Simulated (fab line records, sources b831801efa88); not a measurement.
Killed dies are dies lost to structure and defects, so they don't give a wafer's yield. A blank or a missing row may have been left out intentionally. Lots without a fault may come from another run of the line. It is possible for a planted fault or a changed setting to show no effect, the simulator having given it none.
fab line records -- flow sky130
record lots=4, wafers=12, last_day=50
route steps=708 shown METAL2@490 VIA2@507 PAD_OPEN@708
lots that met no fault: from a run of the same line without faults
start_h: the number of hours between the record's first day and the start of the first shown wafer of the lot -- wait_h: hours elapsed since this lot's preceding step -- " identical to the entry in the row above -- L1.1+2: a single row standing in for several wafers -- - no value, or no start given -- * or withheld: withheld -- < > ~ a bound
route shown NAME@n: a module of which the file shows steps, and the number in the route of the first -- usual: mean and standard deviation over wafers with no fault -- same: alike in all rows -- chamber/n: place in a boat -- sites: the reading at each site -- _std_site: their standard deviation -- _edge_site: outer sites' mean less inner sites' -- radius_mm: how far each site lies from the wafer's centre -- mask NAME#n: copy n -- behind: the last tool/chamber to shape the wafer -- hold: reason for holding the lot/hours on hold/outcome of the hold -- device: the n, p or np transistor that did not switch -- end of line: at the end of the route, the tests of the same wafers -- step lacking rows: just its recipe -- killed: dies that structure and defects cost at the first sort, which is not the same as the wafer's yield -- map: a wafer's dies, marking killed ones x, the rest . and places with no die _
set.NAME: setting as actually run; set.NAME@STEP: the setting as run at that earlier step -- model.NAME: the simulator's own value behind a step, which no gauge read
lots at selected steps of the route; one table per step, one row per wafer
services: a tool's chamber out of use, with start hour (start_h, from the record's first day; less than 0 if before it), hours out, and reason
## steps
# step SKY_METAL2_DEHYDRATE_07
# recipe temp_c=200, time_s=60
# step SKY_METAL2_HMDS_08
# recipe prime_time_s=60, prime_temp_c=120
# step SKY_METAL2_COAT_09
# recipe resist=BARC, temp_c=withheld, time_s=withheld, spin_rpm=3000, resist_thk_nm=60
# step SKY_METAL2_COAT_10
# recipe resist=KrF-thick, spin_rpm=3000, resist_thk_nm=450
# step SKY_METAL2_SOFTBAKE_11
# recipe temp_c=100, time_s=90, resist=KrF-thick
# step SKY_METAL2_EXPOSE_12
# recipe mask_id=MM2, na=0.8, source_shape=annular, sigma_inner=0.55, sigma_outer=0.85, target_cd_nm=140, dose_mj=28
# step SKY_METAL2_PEB_13
# recipe peb_temp_c=withheld, peb_time_s=withheld, resist=KrF-thick
# step SKY_METAL2_DEVELOP_14
# recipe develop_time_s=60, resist=KrF-thick, dev_temp_c=21
# step SKY_METAL2_DESCUM_17
# recipe chemistry=O2, source_power_w=150, bias_power_w=0, pressure_mtorr=10, temp_c=40, time_s=8
# step SKY_METAL2_ETCH_18
# recipe chemistry=N2/H2, target=BARC, ion_energy_ev=200, bias_w=100, pressure_mtorr=30, n2_flow_sccm=100, h2_flow_sccm=200, icp_w=500, stop_on=SiO2, time_s=45.9, target_depth_a=600
# usual drypump_motor_current_A=5.71/0.29, oes_product_au=0.855/0.0048, throttle_valve_pct=13.224/0.0097
lot.wafer,tool,chamber,start_h,wait_h,drypump_motor_current_A,oes_product_au,rf_hours_counter_h,throttle_valve_pct
L691.1,rie_metal-01,0,854.14,0.0,5.46,0.855,6,13.218
L691.3,rie_metal-01,1,854.14,0.0,5.68,0.855,-,13.219
L691.4,rie_metal-01,0,854.14,0.0,5.43,0.859,-,13.213
L701.1,rie_metal-04,1,922.71,0.0,6.01,0.854,12,13.234
L701.3,rie_metal-04,1,922.71,0.0,6.02,0.862,-,13.219
L701.6,rie_metal-04,1,922.71,0.0,6.02,0.857,-,13.219
L702.1,rie_metal-04,0,933.95,0.0,5.09,0.859,2,13.236
L702.4,rie_metal-04,0,933.95,0.0,5.08,0.857,-,13.222
L702.6,rie_metal-04,0,933.95,0.0,5.09,0.865,-,13.218
L709.1,rie_metal-04,0,985.40,0.0,5.07,0.861,6,13.219
L709.4,rie_metal-04,0,985.40,0.0,5.07,0.851,-,13.244
L709.5,rie_metal-04,0,985.40,0.0,5.07,0.856,-,13.230
# step SKY_METAL2_METAL_ETCH_19
# recipe target_depth_a=3600, stop_on=SiO2, over_etch_frac=0.3, time_s=78, chemistry=Cl2/BCl3, resist_sidewall_deg=88, pressure_mtorr=10, icp_w=900, bias_w=48.5, Cl2_flow_sccm=60, bcl3_flow_sccm=30
# step SKY_METAL2_STRIP_20
# recipe chemistry=O2/N2, power_w=1400, pressure_mtorr=1500, platen_temp_c=withheld, o2_flow_sccm=3000, n2_flow_sccm=300, overash_fraction=0.5
# step SKY_METAL2_STRIP_21
# recipe chemistry=post_etch_residue_remover, time_s=1200, temp_c=72.5
# step SKY_METAL2_CLEAN_22
# recipe chemistry=IPA, time_s=180, temp_c=25
# step SKY_METAL2_CLEAN_23
# recipe chemistry=O3/DIW, dry=n2_spin
# step SKY_VIA2_HDPCVD_00
# recipe material=SiO2, target_thk_nm=1180, sigma_open_frac=0.3, time_s=196.7, temp_c=400, sih4_flow_sccm=60, pressure_mtorr=6
# step SKY_VIA2_CMP_02
# recipe material=SiO2, down_force_psi=4, platen_rpm=60, pad_velocity_m_s=0.94248
# step SKY_VIA2_DEHYDRATE_04
# recipe temp_c=200, time_s=60
# step SKY_VIA2_HMDS_05
# recipe prime_time_s=60, prime_temp_c=120
# step SKY_VIA2_COAT_06
# recipe resist=BARC, temp_c=withheld, time_s=withheld, spin_rpm=3000, resist_thk_nm=60
# step SKY_VIA2_COAT_07
# recipe resist=KrF-thick, spin_rpm=3000, resist_thk_nm=450
# step SKY_VIA2_SOFTBAKE_08
# recipe temp_c=100, time_s=90, resist=KrF-thick
# step SKY_VIA2_EXPOSE_09
# recipe mask_id=VIM2, na=0.8, source_shape=annular, sigma_inner=0.55, sigma_outer=0.85, target_cd_nm=200, dose_mj=38
# step SKY_VIA2_PEB_10
# recipe peb_temp_c=withheld, peb_time_s=withheld, resist=KrF-thick
# step SKY_VIA2_DEVELOP_11
# recipe develop_time_s=60, resist=KrF-thick, dev_temp_c=21
# step SKY_VIA2_ETCH_14
# recipe chemistry=N2/H2, target=BARC, ion_energy_ev=200, source_w=500, bias_w=100, pressure_mtorr=30, n2_flow_sccm=100, h2_flow_sccm=200, stop_on=SiO2, time_s=45.9, target_depth_a=600
# step SKY_VIA2_ETCH_15
# recipe target=SiO2, chemistry=C4F8/O2/Ar, target_depth_nm=546, stop_on=TiN, mask_material=KrF-thick, source_w=1500, bias_w=1200, pressure_mtorr=40, c4f8_flow_sccm=withheld, O2_flow_sccm=6, Ar_flow_sccm=300, time_s=84
# step SKY_VIA2_STRIP_16
# recipe chemistry=O2/N2, power_w=1400, pressure_mtorr=1500, platen_temp_c=withheld, o2_flow_sccm=3000, n2_flow_sccm=300, overash_fraction=0.5
# step SKY_VIA2_STRIP_17
# recipe chemistry=post_etch_residue_remover, time_s=1200, temp_c=72.5
# step SKY_VIA2_CLEAN_18
# recipe chemistry=IPA, time_s=180, temp_c=25
# step SKY_VIA2_CLEAN_19
# recipe chemistry=O3/DIW, dry=n2_spin
# step SKY_VIA2_SPUTTER_20
# recipe material=TiN, target_thk_nm=20, chamber_pressure_pa=5, power_w=4000, time_s=80
# step SKY_VIA2_CVD_21
# recipe material=W, target_thk_nm=420, time_s=126.4, temp_c=400, pressure_torr=40
# step SKY_PAD_OPEN_PROBE_99
# usual defect_limited_yield=82.5/2.1, killed_at_M0_to_M3=43/7.7, killed_at_M4_up=2.9/1.9, killed_at_contacts=24/5.9, killed_at_front_end=16/5.1, killed_at_other=0.3/0.63, killed_dies=86/10, killed_open=47/7.6, killed_short=39/6.8, sort_bin_3_pad_short=0.8/0.44, sort_bin_5_function=10.4/1.6, sort_bin_6_memory=6.3/1.1, sort_n_pass=406/10, sort_yield_pct=82.5/2.1
# same gross_dies=492, killed_at_back_side=0, sort_bin_4_leakage[%]=0, sort_bin_8_speed[%]=0
lot.wafer,tool,chamber,start_h,wait_h,defect_limited_yield[%],killed_at_M0_to_M3,killed_at_M4_up,killed_at_contacts,killed_at_front_end,killed_at_other,killed_dies,killed_open,killed_short,sort_bin_3_pad_short[%],sort_bin_5_function[%],sort_bin_6_memory[%],sort_n_pass,sort_yield_pct[%],model.etest.tester.sort_n_pass,model.etest.tester.sort_yield_pct,model.etest.tester.sort_bin_5_pct,model.etest.tester.sort_bin_3_pct
L691.1,prober-02,-,1103.19,0.1,85.4,42,1,15,13,1,72,42,29,0.2,9.6,4.9,420,85.4,420,85.37,9.553,0.2033
L691.3,prober-02,-,1103.29,0.2,84.3,52,2,17,6,0,77,44,32,0.6,9.1,5.9,415,84.3,415,84.35,9.146,0.6098
L691.4,prober-02,-,1103.34,0.2,82.3,50,1,24,9,3,87,47,37,1.0,10.4,6.3,405,82.3,405,82.32,10.37,1.016
L701.1,prober-02,-,1155.33,0.1,73.8,96,2,22,8,1,129,36,39,3.3,16.7,6.3,363,73.8,363,73.78,16.67,3.252
L701.3,prober-02,-,1155.43,0.2,66.9,111,8,32,12,0,163,52,50,3.7,19.9,9.6,329,66.9,329,66.87,19.92,3.659
L701.6,prober-02,-,1155.58,0.2,73.0,93,3,27,10,0,133,46,32,2.6,17.7,6.7,359,73.0,359,72.97,17.68,2.642
L702.1,prober-01,-,1161.89,0.1,74.4,87,5,23,10,1,126,41,42,2.4,15.9,7.3,366,74.4,366,74.39,15.85,2.439
L702.4,prober-01,-,1162.04,0.2,77.8,73,3,22,11,0,109,44,26,4.5,12.2,5.5,383,77.8,383,77.85,12.2,4.472
L702.6,prober-01,-,1162.14,0.2,74.4,88,5,20,13,0,126,43,40,2.6,15.7,7.3,366,74.4,366,74.39,15.65,2.642
L709.1,prober-01,-,1198.57,0.1,82.3,37,1,30,18,1,87,42,43,1.2,10.4,6.1,405,82.3,405,82.32,10.37,1.22
L709.4,prober-01,-,1198.72,0.2,81.1,39,6,27,21,0,93,44,48,1.2,12.2,5.5,399,81.1,399,81.1,12.2,1.22
L709.5,prober-01,-,1198.77,0.2,82.9,46,3,25,10,0,84,52,31,0.4,8.9,7.7,408,82.9,408,82.93,8.943,0.4065
# killed by level:class
L691.1 VIA3:geometric_particle:open=10 VIA1:geometric_particle:open=10 VIA1:geometric_particle:short=5 FIELD_ISO:geometric_particle:open=4 VIA2:geometric_particle:short=4 VIA2:geometric_particle:open=4 POLY_GATE:geometric_particle:open=3 LOCAL_INTERCONNECT:geometric_particle:short=3
L691.3 VIA1:geometric_particle:open=11 VIA1:geometric_particle:short=8 VIA2:geometric_particle:open=8 LI_CONTACT:geometric_particle:open=7 VIA2:geometric_particle:short=7 CONTACT:geometric_particle:open=6 VIA3:geometric_particle:open=5 VIA3:geometric_particle:short=5
L691.4 VIA1:geometric_particle:open=14 CONTACT:geometric_particle:open=8 VIA3:geometric_particle:open=8 LI_CONTACT:geometric_particle:open=7 LOCAL_INTERCONNECT:geometric_particle:short=6 VIA2:geometric_particle:short=6 METAL1:geometric_particle:short=5 VIA1:geometric_particle:short=5
L701.1 METAL2:unspecified=54 VIA2:geometric_particle:open=7 CONTACT:geometric_particle:open=7 VIA2:geometric_particle:short=7 VIA1:geometric_particle:open=5 METAL2:geometric_particle:short=5 VIA3:geometric_particle:open=5 LI_CONTACT:geometric_particle:short=4
L701.3 METAL2:unspecified=61 CONTACT:geometric_particle:open=13 VIA1:geometric_particle:open=13 CONTACT:geometric_particle:short=9 VIA2:geometric_particle:open=7 VIA3:geometric_particle:open=7 METAL4:geometric_particle:short=7 VIA1:geometric_particle:short=5
L701.6 METAL2:unspecified=55 VIA1:geometric_particle:open=11 LI_CONTACT:geometric_particle:open=9 CONTACT:geometric_particle:open=8 VIA2:geometric_particle:open=6 LOCAL_INTERCONNECT:geometric_particle:short=4 VIA2:geometric_particle:short=4 FIELD_ISO:geometric_particle:short=3
L702.1 METAL2:unspecified=43 VIA3:geometric_particle:open=9 LI_CONTACT:geometric_particle:open=8 METAL1:geometric_particle:short=8 VIA1:geometric_particle:open=8 CONTACT:geometric_particle:open=7 LI_CONTACT:geometric_particle:short=4 VIA1:geometric_particle:short=4
L702.4 METAL2:unspecified=39 CONTACT:geometric_particle:open=11 VIA2:geometric_particle:open=9 LI_CONTACT:geometric_particle:open=6 VIA3:geometric_particle:open=6 METAL1:geometric_particle:short=4 VIA1:geometric_particle:open=4 POLY_GATE:geometric_particle:short=3
L702.6 METAL2:unspecified=43 LI_CONTACT:geometric_particle:open=7 METAL1:geometric_particle:short=7 VIA1:geometric_particle:open=7 METAL2:geometric_particle:short=7 VIA2:geometric_particle:open=6 FIELD_ISO:geometric_particle:open=5 VIA3:geometric_particle:open=4
L709.1 VIA1:geometric_particle:open=11 LI_CONTACT:geometric_particle:open=8 CONTACT:geometric_particle:short=6 LI_CONTACT:geometric_particle:short=6 LOCAL_INTERCONNECT:geometric_particle:short=5 CONTACT:geometric_particle:open=5 METAL1:geometric_particle:short=5 FIELD_ISO:geometric_particle:open=4
L709.4 VIA1:geometric_particle:open=10 CONTACT:geometric_particle:open=10 VIA1:geometric_particle:short=8 FIELD_ISO:geometric_particle:open=6 METAL2:geometric_particle:short=6 LI_CONTACT:geometric_particle:open=5 CONTACT:geometric_particle:short=5 FIELD_ISO:geometric_particle:short=4
L709.5 CONTACT:geometric_particle:open=13 VIA1:geometric_particle:open=11 LI_CONTACT:geometric_particle:open=7 METAL1:geometric_particle:short=6 VIA3:geometric_particle:open=6 POLY_GATE:geometric_particle:open=5 VIA2:geometric_particle:open=5 VIA2:geometric_particle:short=4
# map L701.3 (x killed, . not)
__________x.......x._________
________.......x......_______
______................x._____
_____x.........x..x...xxx____
____......x..........xx.x.___
___x...x.....x...x.x..xxx..__
__....x...x.xx........x....._
_.x.....x............xx...x..
_..xx..xxx...x...x......xx..x
_....x..x.xxxxxxx..x.x.xx.x..
_x...x..xxxxxxxxx........xxx.
_...x.x.xxxxxxxxxx...........
_xx.xx.xxxxxxxxxxxx...x......
_..x.x...xxxxxxxxx...........
_xx.....xxxxxxxxxxx..........
__....x...xxxx..xx..x......._
___..xxx.xx.xx..xx......x..__
____x....x...x.x.xx...xx..___
_____.x.x....xx..xx.x..x.____
______....x.......x....._____
________.x...x........_______
__________.x.......x_________
# map L702.1 (x killed, . not)
__________......x..._________
________....x......xx._______
______..x.xx....xxx...x._____
_____...x.....x.........x____
____.x.x..x...x.........x.___
___...x..x.x.x...x.........__
__..x...x.........x..x.xxx.._
_.x..xx........x.............
_.........x.....x......x...x.
_..x.x.....x.................
_..x..x.x........x.x..x..x...
_....x.x....................x
_......xx..xx.......x...x....
_......................x.....
_.....x..................x...
__.....x.......x.xx...xxx.x._
___x.x....xxx....xxx.xx....__
____....x..x..x.xxxxxxx.x.___
_____x.x.......xxxxxxxxx.____
______x.......xxxxxxxxxx_____
________..x...x.xxxxxx_______
__________.x..x.xxxx_________
## services
tool,chamber,start_h,hours,kind
rie_metal-04,0,856.61,30.4,repair
rie_metal-04,-,870.28,2.8,pm
rie_metal-04,1,909.61,2.4,repair
rie_metal-01,1,981.71,21.0,repair
## key
first_sign step=SKY_PAD_OPEN_PROBE_99, reading=killed_at_M0_to_M3, direction=up, sigmas=6.3, usual=43, struck=91
effect step=SKY_PAD_OPEN_PROBE_99, reading=sort_bin_3_pad_short, direction=up, sigmas=5.4, usual=0.8, struck=3.2
model_effect step=SKY_PAD_OPEN_PROBE_99, value=etest.tester.sort_n_pass, without=403.8, struck=361
met_at SKY_METAL2_ETCH_18
struck_wafers L701.1,L701.3,L701.6,L702.1,L702.4,L702.6
fault kind=chamber_particle_source, tool=rie_metal-04, chamber=-, onset_h=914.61, steps=SKY_METAL2_ETCH_18, rate_per_visit_cm2=0.9676, end_h=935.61
